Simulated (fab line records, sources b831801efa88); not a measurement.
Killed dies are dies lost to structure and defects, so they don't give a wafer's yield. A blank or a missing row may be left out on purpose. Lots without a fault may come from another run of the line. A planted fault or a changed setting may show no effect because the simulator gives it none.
fab line records | flow sky130
record lots=11 wafers=33 last_day=49
route steps=708 shown CONTACT@421 METAL1@450 PASSIVATION@683
lots that met no fault: from a run of the same line without faults
start_h: hours from the record's first day to the start of the lot's first wafer shown | wait_h: hours since the lot's step before | " the same as in the row above | L1.1+2: a row that stands for several wafers | - no value, or no start given | * or withheld: withheld | < > ~ a bound
route shown NAME@n: a module of which the file shows steps, and the number in the route of the first | usual: mean/standard deviation of fault-free wafers | same: alike in all rows | chamber/n: place in a boat | sites: the reading at each site | _std_site: their standard deviation | _edge_site: outer sites' mean less inner sites' | radius_mm: how far each site lies from the wafer's centre | mask NAME#n: copy n | behind: the tool/chamber that last shaped the wafer | hold: why the lot was held/for how many hours/how that ended | device: the transistor (n, p or np) that didn't switch | end of line: the same wafers' tests at the end of the route | a step without rows: its recipe alone | killed: dies lost to structure and defects at the first sort, not the wafer's yield | map: a wafer's dies, x killed, . not, _ none there
set.NAME: the setting as run; set.NAME@STEP: as run at that earlier step | model.NAME: the simulator's own value behind a step, which no gauge read
steps of the route over a sample of lots; a table a step, a row a wafer
services: from which hour (start_h, from the record's first day; less than 0 if before it) a tool's chamber was out of use, for how many hours, and why
## steps
# step SKY_CONTACT_OVL_MEAS_15
# usual CONTACT_OVL=3/5.7
# columns lot.wafer tool chamber start_h wait_h CONTACT_OVL[nm]
L375.2 overlay-01 - 751.62 0.1 -3
L375.4 " - " " 5
L375.5 " - " " 7
L377.2 overlay-01 - 771.45 0.1 13
L377.3 " - " " 11
L377.5 " - " " 11
L376.2 overlay-01 - 773.02 0.1 6
L376.3 " - " " 7
L376.6 " - " " 8
L381.1 overlay-01 - 791.36 0.1 -3
L381.2 " - " " -6
L381.3 " - " " -4
L380.2 overlay-02 - 794.20 0.1 4
L380.3 " - " " 2
L380.5 " - " " -2
L382.1 overlay-02 - 802.98 0.1 1
L382.3 " - " " 7
L382.6 " - " " -5
L386.2 overlay-02 - 832.57 0.1 6
L386.5 " - " " 9
L386.6 " - " " 9
L387.3 overlay-02 - 841.37 0.1 -1
L387.4 " - " " 3
L387.5 " - " " -4
L389.1 overlay-01 - 854.46 0.1 4
L389.3 " - " " -4
L389.5 " - " " 6
L392.1 overlay-01 - 873.18 0.1 3
L392.2 " - " " 7
L392.3 " - " " 0
L394.2 overlay-01 - 885.35 0.1 -8
L394.3 " - " " -9
L394.6 " - " " -10
# step SKY_CONTACT_ETCH_16
# recipe chemistry=N2/H2 target=BARC ion_energy_ev=200 source_w=500 bias_w=100 pressure_mtorr=30 n2_flow_sccm=100 h2_flow_sccm=200 stop_on=SiO2 time_s=45.9 target_depth_a=600
# usual drypump_motor_current_A=5.7/0.43 oes_product_au=0.854/0.0049 throttle_valve_pct=13.225/0.0095
# same time_s=45.9
# columns lot.wafer tool chamber start_h wait_h drypump_motor_current_A oes_product_au rf_hours_counter_h throttle_valve_pct
L375.2 rie_diel-02 3 751.65 0.0 5.8 0.858 37 13.219
L375.4 " 0 " " 5.1 0.850 13 13.216
L375.5 " 3 " " 5.8 0.861 - 13.223
L377.2 rie_diel-02 1 771.48 0.0 5.7 0.853 7 13.225
L377.3 " 0 " " 5.1 0.857 14 13.227
L377.5 " 3 " " 5.8 0.850 - 13.217
L376.2 rie_diel-01 2 773.05 0.0 6.2 0.853 14 13.225
L376.3 " 3 " " 5.1 0.856 17 13.243
L376.6 " 2 " " 6.2 0.847 - 13.223
L381.1 rie_diel-02 3 791.40 0.0 5.8 0.856 38 13.227
L381.2 " 1 " " 5.7 0.858 8 13.221
L381.3 " 2 " " 5.6 0.852 10 13.205
L380.2 rie_diel-01 0 794.23 0.0 6.7 0.854 16 13.223
L380.3 " 3 " " 5.1 0.856 17 13.217
L380.5 " 3 " " 5.1 0.862 - 13.216
L382.1 rie_diel-01 3 803.02 0.0 5.1 0.863 18 13.225
L382.3 " 0 " " 6.7 0.856 16 13.217
L382.6 " 1 " " 6.1 0.844 - 13.212
L386.2 rie_diel-01 1 832.60 0.0 6.0 0.849 32 13.227
L386.5 " 2 " " 6.1 0.858 - 13.224
L386.6 " 3 " " 5.1 0.857 - 13.230
L387.3 rie_diel-02 2 841.40 0.0 5.5 0.856 12 13.225
L387.4 " 2 " " 5.6 0.853 - 13.215
L387.5 " 1 " " 5.7 0.853 - 13.221
L389.1 rie_diel-04 0 854.50 0.0 5.8 0.853 13 13.233
L389.3 " 2 " " 6.3 0.858 2 13.214
L389.5 " 1 " " 5.2 0.857 - 13.224
L392.1 rie_diel-01 2 873.22 0.0 6.1 0.858 17 13.236
L392.2 " 3 " " 5.1 0.852 21 13.218
L392.3 " 1 " " 6.0 0.858 34 13.221
L394.2 rie_diel-04 0 885.38 0.0 5.8 0.857 14 13.246
L394.3 " 1 " " 5.2 0.861 10 13.224
L394.6 " 0 " " 5.8 0.848 - 13.219
# step SKY_METAL1_OVL_MEAS_16
# usual METAL1_OVL=2/5.9
# columns lot.wafer tool chamber start_h wait_h METAL1_OVL[nm]
L375.2 overlay-02 - 780.52 0.1 -1
L375.4 " - " " -1
L375.5 " - " " -1
L377.2 overlay-01 - 800.20 0.1 12
L377.3 " - " " 5
L377.5 " - " " 0
L376.2 overlay-01 - 801.87 0.1 -7
L376.3 " - " " -4
L376.6 " - " " 0
L381.1 overlay-02 - 820.10 0.1 -10
L381.2 " - " " -1
L381.3 " - " " -4
L380.2 overlay-01 - 821.85 0.1 5
L380.3 " - " " 10
L380.5 " - " " 0
L382.1 overlay-02 - 831.20 0.1 -4
L382.3 " - " " 4
L382.6 " - " " 1
L386.2 overlay-02 - 860.67 0.1 -3
L386.5 " - " " 3
L386.6 " - " " -5
L387.3 overlay-01 - 868.81 0.1 -3
L387.4 " - " " -8
L387.5 " - " " -5
L389.1 overlay-02 - 881.51 0.1 7
L389.3 " - " " 14
L389.5 " - " " 14
L392.1 overlay-01 - 901.16 0.1 11
L392.2 " - " " 3
L392.3 " - " " 4
L394.2 overlay-01 - 912.30 0.1 3
L394.3 " - " " -2
L394.6 " - " " 2
# step SKY_PASSIVATION_CVD_02
# recipe material=Si3N4 target_thk_nm=540 temp_c=400 time_s=withheld rf_w=450
# usual heater_power_w=746/85
# columns lot.wafer tool chamber start_h wait_h heater_power_w
L375.2 pecvd-03 2 1043.92 0.0 702
L375.4 " 2 " " 711
L375.5 " 2 " " 732
L377.2 pecvd-04 2 1061.45 0.0 637
L377.3 " 1 " " 675
L377.5 " 1 " " 728
L376.2 pecvd-04 1 1062.68 0.0 796
L376.3 " 2 " " 605
L376.6 " 1 " " 640
L381.1 pecvd-03 0 1075.31 0.1 590
L381.2 " 2 " " 740
L381.3 " 1 " " 682
L380.2 pecvd-01 0 1076.87 0.0 831
L380.3 " 2 " " 832
L380.5 " 0 " " 698
L382.1 pecvd-01 2 1084.11 0.1 788
L382.3 " 1 " " 760
L382.6 " 1 " " 804
L386.2 pecvd-04 0 1109.62 0.0 817
L386.5 " 1 " " 720
L386.6 " 2 " " 589
L387.3 pecvd-04 2 1113.84 0.0 671
L387.4 " 0 " " 674
L387.5 " 2 " " 704
L389.1 pecvd-01 1 1124.64 0.1 768
L389.3 " 2 " " 806
L389.5 " 2 " " 870
L392.1 pecvd-01 2 1138.95 0.1 885
L392.2 " 1 " " 847
L392.3 " 1 " " 871
L394.2 pecvd-01 1 1148.35 0.0 747
L394.3 " 1 " " 783
L394.6 " 1 " " 820
# step SKY_PASSIVATION_THK_MEAS_03
# recipe reads=Si3N4_of_PASSIVATION_CVD_02
# usual PASSIVATION_CVD_02_THK=541/7.8
# columns lot.wafer tool chamber start_h wait_h PASSIVATION_CVD_02_THK[nm]
L375.2 film_metro-02 - 1044.26 - 533
L375.4 " - " " 539
L375.5 " - " " 535
L377.2 film_metro-03 - 1061.69 - 546
L377.3 " - " " 535
L377.5 " - " " 541
L376.2 film_metro-03 - 1062.92 - 533
L376.3 " - " " 540
L376.6 " - " " 544
L381.1 film_metro-02 - 1075.53 - 537
L381.2 " - " " 537
L381.3 " - " " 530
L380.2 film_metro-02 - 1077.22 - 536
L380.3 " - " " 544
L380.5 " - " " 550
L382.1 film_metro-02 - 1084.33 - 542
L382.3 " - " " 535
L382.6 " - " " 546
L386.2 film_metro-01 - 1109.86 - 416
L386.5 " - " " 415
L386.6 " - " " 417
L387.3 film_metro-03 - 1114.09 - 420
L387.4 " - " " 425
L387.5 " - " " 430
L389.1 film_metro-02 - 1124.86 - 539
L389.3 " - " " 536
L389.5 " - " " 547
L392.1 film_metro-01 - 1139.29 - 537
L392.2 " - " " 536
L392.3 " - " " 547
L394.2 film_metro-03 - 1148.70 - 539
L394.3 " - " " 548
L394.6 " - " " 549
# step SKY_PASSIVATION_ETCH_11
# recipe chemistry=CF4/O2 target_depth_nm=725 stop_on=AlCu source_w=800 bias_w=150 pressure_mtorr=150 cf4_flow_sccm=80 O2_flow_sccm=10 time_s=161.1
# usual drypump_motor_current_A=5.9/0.43 oes_product_au=0.977/0.0082 throttle_valve_pct=5.966/0.0093
# same time_s=161.1
# columns lot.wafer tool chamber start_h wait_h drypump_motor_current_A oes_product_au rf_hours_counter_h throttle_valve_pct
L375.2 rie_diel-03 1 1065.53 - 5.7 0.969 14 5.973
L375.4 " 1 " " 5.8 0.973 - 5.942
L375.5 " 3 " " 6.2 0.985 - 5.964
L377.2 rie_diel-03 3 1082.34 - 6.2 0.993 17 5.982
L377.3 " 0 " " 5.3 0.977 0 5.961
L377.5 " 1 " " 5.7 0.976 - 5.972
L376.2 rie_diel-01 3 1083.79 - 5.1 0.973 28 5.976
L376.3 " 0 " " 6.7 0.971 24 5.949
L376.6 " 1 " " 6.0 0.976 - 5.960
L381.1 rie_diel-03 2 1096.31 - 6.2 0.970 14 5.968
L381.2 " 0 " " 5.3 0.974 1 5.963
L381.3 " 1 " " 5.6 0.968 15 5.972
L380.2 rie_diel-03 1 1098.16 - 5.7 0.961 15 5.946
L380.3 " 3 " " 6.2 0.975 17 5.966
L380.5 " 3 " " 6.2 0.986 - 5.977
L382.1 rie_diel-03 0 1104.74 - 5.3 0.972 1 5.968
L382.3 " 3 " " 6.2 0.973 17 5.962
L382.6 " 1 " " 5.7 0.973 - 5.969
L386.2 rie_diel-03 2 1128.84 - 6.1 0.875 15 5.945
L386.5 " 1 " " 5.7 0.877 - 5.945
L386.6 " 2 " " 6.2 0.882 - 5.926
L387.3 rie_diel-04 3 1133.76 - 6.0 0.874 15 5.931
L387.4 " 1 " " 5.1 0.885 18 5.920
L387.5 " 1 " " 5.1 0.887 - 5.936
L389.1 rie_diel-03 0 1143.89 - 5.2 0.978 3 5.983
L389.3 " 2 " " 6.2 0.974 15 5.987
L389.5 " 2 " " 6.1 0.982 - 5.960
L392.1 rie_diel-04 3 1158.06 - 6.0 0.974 16 5.962
L392.2 " 2 " " 6.2 0.971 13 5.949
L392.3 " 1 " " 5.2 0.976 19 5.968
L394.2 rie_diel-04 2 1166.23 - 6.3 0.971 13 5.971
L394.3 " 3 " " 6.0 0.996 17 5.964
L394.6 " 2 " " 6.2 0.988 - 5.977
## services
# columns tool chamber start_h hours kind
rie_diel-04 3 728.49 32.6 repair
rie_diel-03 1 736.29 36.8 repair
pecvd-01 - 736.60 2.9 repair
rie_diel-01 2 778.99 17.7 repair
rie_diel-01 0 826.47 58.4 repair
rie_diel-03 2 844.20 5.2 repair
rie_diel-03 1 846.24 2.2 repair
rie_diel-03 - 849.36 14.6 pm
rie_diel-01 - 853.16 1.7 repair
pecvd-01 0 856.77 31.4 repair
pecvd-01 - 857.58 1.6 repair
pecvd-01 - 885.47 2.8 pm
pecvd-01 0 909.07 5.7 repair
rie_diel-01 3 910.74 1.6 repair
rie_diel-03 - 944.98 15.6 pm
rie_diel-01 3 1026.02 4.9 repair
rie_diel-03 2 1028.07 7.8 repair
pecvd-01 1 1032.69 24.3 repair
rie_diel-04 - 1060.45 0.4 repair
rie_diel-03 2 1063.76 22.2 repair
rie_diel-01 0 1066.77 13.1 repair
pecvd-01 1 1069.38 10.3 repair
rie_diel-03 1 1074.69 2.7 repair
rie_diel-04 3 1081.50 2.5 repair
## key
first_sign step=SKY_PASSIVATION_THK_MEAS_03 reading=PASSIVATION_CVD_02_THK direction=down sigmas=15 usual=541 struck=421
effect step=SKY_PASSIVATION_ETCH_11 reading=oes_product_au direction=down sigmas=12 usual=0.977 struck=0.880
met_at SKY_PASSIVATION_CVD_02
struck_lots L386,L387
not_acting_at SKY_CONTACT_OVL_MEAS_15,SKY_CONTACT_ETCH_16,SKY_METAL1_OVL_MEAS_16
onset_between 1062.68 1109.62
fault kind=process_parameter_drift tool=pecvd-04 chamber=- onset_h=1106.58 steps=SKY_PASSIVATION_CVD_02 channel=time_s offset=withheld shape=step acts_in=*
